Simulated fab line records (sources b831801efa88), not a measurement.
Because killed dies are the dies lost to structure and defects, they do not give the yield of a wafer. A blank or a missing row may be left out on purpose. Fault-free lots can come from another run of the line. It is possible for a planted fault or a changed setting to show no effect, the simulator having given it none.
A lot that was struck, set against a sound lot :: flow sfq line :: 14 out of 325 route steps
Sound: wafers L476.2, L476.4, L476.6. Wafers struck: L481.4, L481.5, L481.6. The cause is given at the end.
Each step with rows lists, per side, the tool, then ch with its chambers, then its first start. Under that, the readings that differ: sound wafers :: struck wafers :: difference of the means :: sigmas: that difference in standard deviations of wafers without a fault.
alike: same words and numbers on both sides, and readings whose means sit less than 2 such deviations apart. not compared: any withheld reading, any reading some wafer has no value for, any bound like >300 that may hide the same value, and any number with overlapping values for which the record gives no deviation.
A row with sigmas, a row that says differs or no value, or rows on one side alone: a step with any of these is where the two part. When numbers do not overlap yet have no deviation, they are printed without sigmas and do not part them. Lack of a reading on every wafer of one side parts them only where that side has two or more wafers.

SFQ_TRILAYER_M4_ETCH_METAL_ETCH_096: etches Nb in Cl2/Ar, stops on SiO2, target depth 240 nm, time 120 s.
  sound on rie metal-04 ch 0,1, day 53 20:16; struck on rie metal-01 ch 0,1, day 54 09:38
  alike: bias w, drypump motor current A, he backside leak sccm, oes product au, rf fwd power W
  not compared: rf hours counter h
SFQ_TRILAYER_M4_STRIP_STRIP_097: strips in O2.
  sound on rie metal-04 ch 0,1, day 53 20:23; struck on rie metal-01 ch 0,1, day 54 09:55
reading: he backside leak sccm (sccm)
sound: 3.28 3.60 2.92
struck: 4.26 3.72 3.40
difference: +0.53
sigmas: +2
  alike: drypump motor current A, oes product au
  not compared: rf hours counter h
then, 1 step without rows for these wafers: SFQ_TRILAYER_M4_STRIP_SOLV_CLEAN_098 (cleans in NMP, time 600 s).
SFQ_TRILAYER_I4_DEP_PECVD_099: deposits SiO2 from SiH4/N2O, time 111.11 s, target thk 500 nm.
  sound on pecvd-01 ch 0,1,2, day 53 21:10; struck on pecvd-02 ch 0,1,2, day 54 10:33
  alike: heater power w, rf fwd power W, throttle valve pct
SFQ_TRILAYER_I4_CMP_CMP_100: polishes SiO2.
  sound on cmp-02 ch 0,1,3, day 55 14:07; struck on cmp-02 ch 1,2, day 56 01:07
  alike: motor current A, time to endpoint s
SFQ_I4_BOW_MEAS_927:
  sound: film metro-04 at day 55 16:08; struck: film metro-02 at day 56 04:11
  alike: I4_BOW
SFQ_TRILAYER_I4_METRO_MEASURE_101:
  sound: film metro-04 at day 55 16:26; struck: film metro-02 at day 56 04:50
  alike: thk nm
then, 5 steps without rows for these wafers: SFQ_TRILAYER_I4_VIA_LITHO_COAT_108 (resist thk 62 nm); SFQ_TRILAYER_I4_VIA_LITHO_COAT_103 (resist thk 650 nm); SFQ_TRILAYER_I4_VIA_LITHO_SOFTBAKE_107; SFQ_TRILAYER_I4_VIA_LITHO_EXPOSE_104 (exposes mask I4, target cd 700 nm); SFQ_TRILAYER_I4_VIA_LITHO_PEB_106 (peb time 60 s).
SFQ_TRILAYER_I4_VIA_LITHO_DEVELOP_105: time 60 s.
  sound on litho track-04 ch 0, day 55 19:34; struck on litho track-02, day 56 07:37
  no value came back on the struck wafers for chill plate temp C (C), exhaust pa (Pa); on the sound wafers chill plate temp C (C) reads 22.99 23.00 22.89
reading: model.KrF_of_TRILAYER_I4_VIA_LITHO_COAT_103.thk nm (nm)
sound: 625.5 623.1 623.7
struck: 649.2 651.2 650.5
difference: +26.2
sigmas: 
SFQ_I4_OVL_MEAS_928:
  sound: overlay-01 at day 55 19:42; struck: overlay-01 at day 56 07:43
reading: I4_OVL (nm)
sound: -3 -4 -6
struck: - - -
difference: no value on the struck wafers
sigmas: 

## WHERE THEY PART
Last at SFQ_I4_OVL_MEAS_928 as far as this record goes, first at SFQ_TRILAYER_M4_STRIP_STRIP_097.

WHY: what the simulator had put in
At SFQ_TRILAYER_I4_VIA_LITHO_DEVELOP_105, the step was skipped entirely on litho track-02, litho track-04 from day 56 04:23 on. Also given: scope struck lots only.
